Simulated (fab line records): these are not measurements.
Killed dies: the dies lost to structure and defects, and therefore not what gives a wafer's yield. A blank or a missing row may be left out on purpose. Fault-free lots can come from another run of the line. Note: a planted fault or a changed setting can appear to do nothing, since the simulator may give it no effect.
Comparing a struck lot with a sound one ; flow sfq-line ; 17 out of 325 route steps
Sound: these wafers, L731.1, L731.4, L731.6. Wafers L728.2, L728.3, L728.6 were the ones struck. The cause comes at the end.
At each step with rows: each side's tool, then ch and its chambers, then its first start. Under that, the readings that differ: sound wafers ; struck wafers ; difference of the means ; sigmas: that difference in standard deviations of wafers without a fault.
alike: words and numbers the same on both sides, and readings whose means are apart by under 2 such deviations; not compared: readings that were withheld, readings missing a value for some wafer, numbers with overlapping values and no deviation given by the record, and bounds like >300 which may hide the same value.
The two part at a step that has a row with sigmas, a row that says differs or no value, or rows on one side only. When numbers do not overlap yet have no deviation, they are printed without sigmas and do not part them. A reading missing from all wafers of one side parts the sides only when that side holds two or more wafers.

first, 4 steps without rows for these wafers: SFQ_TRILAYER_L0_LITHO_SOFTBAKE_009; SFQ_TRILAYER_L0_LITHO_EXPOSE_006 (exposes mask L0, target cd 2000 nm); SFQ_TRILAYER_L0_LITHO_PEB_008 (peb time 60 s); SFQ_TRILAYER_L0_LITHO_DEVELOP_007 (time 60 s).
SFQ_TRILAYER_L0_BARC_OPEN_METAL_ETCH_010: etches BARC in O2, target depth 125 nm, time 41.7 s.
  sound on rie-metal-04 ch 0,1, day 9 20:06; struck on rie-metal-04 ch 0,1, day 8 23:42
  alike: drypump-motor-current-A, oes-product-au
  not compared: rf-hours-counter-h
SFQ_TRILAYER_L0_ETCH_METAL_ETCH_008: etches MoNx KI in SF6/O2, stops on SiO2, target depth 50 nm, time 25 s.
  sound on rie-metal-04 ch 0,1, day 9 20:10; struck on rie-metal-04 ch 0,1, day 8 23:46
  alike: drypump-motor-current-A, oes-product-au
  not compared: rf-hours-counter-h
SFQ_TRILAYER_L0_STRIP_STRIP_009: strips in O2.
  sound on rie-metal-04 ch 0,1, day 9 20:12; struck on rie-metal-04 ch 0,1, day 8 23:48
  alike: drypump-motor-current-A, oes-product-au
  not compared: rf-hours-counter-h
then, 1 step without rows for these wafers: SFQ_TRILAYER_L0_STRIP_SOLV_CLEAN_010 (cleans in NMP, time 600 s).
SFQ_TRILAYER_L0_CAP_PECVD_011: deposits SiO2 from SiH4/N2O, time 13.333 s, target thk 60 nm.
  sound on pecvd-03 ch 0,2, day 9 20:59; struck on pecvd-04 ch 0,1,2, day 9 00:45
  alike: heater-power-w, throttle-valve-pct
then, 3 steps without rows for these wafers: SFQ_TRILAYER_L0_VIA_LITHO_COAT_018 (resist thk 62 nm); SFQ_TRILAYER_L0_VIA_LITHO_COAT_013 (resist thk 650 nm); SFQ_TRILAYER_L0_VIA_LITHO_SOFTBAKE_017.
-- the record jumps here: 4 days lie between the struck wafers' starts before and after --
SFQ_TRILAYER_L0_VIA_LITHO_EXPOSE_014: exposes mask L0V, target cd 700 nm.
  sound on krf-scanner-01 ch 0, day 14 02:49; struck on krf-scanner-02 ch 0, day 13 06:29
reading;sound;struck;difference;sigmas
model.L0V.overlay-x-nm (nm);-1.457 -1.457 -1.457;52.51 52.51 52.51;+53.97;
  alike: mask, focus-offset-nm, reticle-temp-C
then, 2 steps without rows for these wafers: SFQ_TRILAYER_L0_VIA_LITHO_PEB_016 (peb time 60 s); SFQ_TRILAYER_L0_VIA_LITHO_DEVELOP_015 (time 60 s).
SFQ_L0V_OVL_MEAS_903:
  sound on overlay-02, day 14 04:19; struck on overlay-02, day 13 07:48
reading;sound;struck;difference;sigmas
L0V_OVL (nm);-5 -6 -2;56 53 54;+59;+13
SFQ_TRILAYER_L0_VIA_BARC_OPEN_VIA_ETCH_021: etches BARC in O2, target depth 125 nm, time 41.7 s.
  sound on rie-diel-04 ch 0,1, day 14 04:21; struck on rie-diel-04 ch 0,1,2, day 13 07:50
  alike: drypump-motor-current-A, oes-product-au
  not compared: rf-hours-counter-h

== WHERE THEY PART ==
Only at SFQ_L0V_OVL_MEAS_903, within this record. Later steps at which nothing parts them and some readings are alike: SFQ_TRILAYER_L0_VIA_BARC_OPEN_VIA_ETCH_021.

WHY: what the simulator had put in
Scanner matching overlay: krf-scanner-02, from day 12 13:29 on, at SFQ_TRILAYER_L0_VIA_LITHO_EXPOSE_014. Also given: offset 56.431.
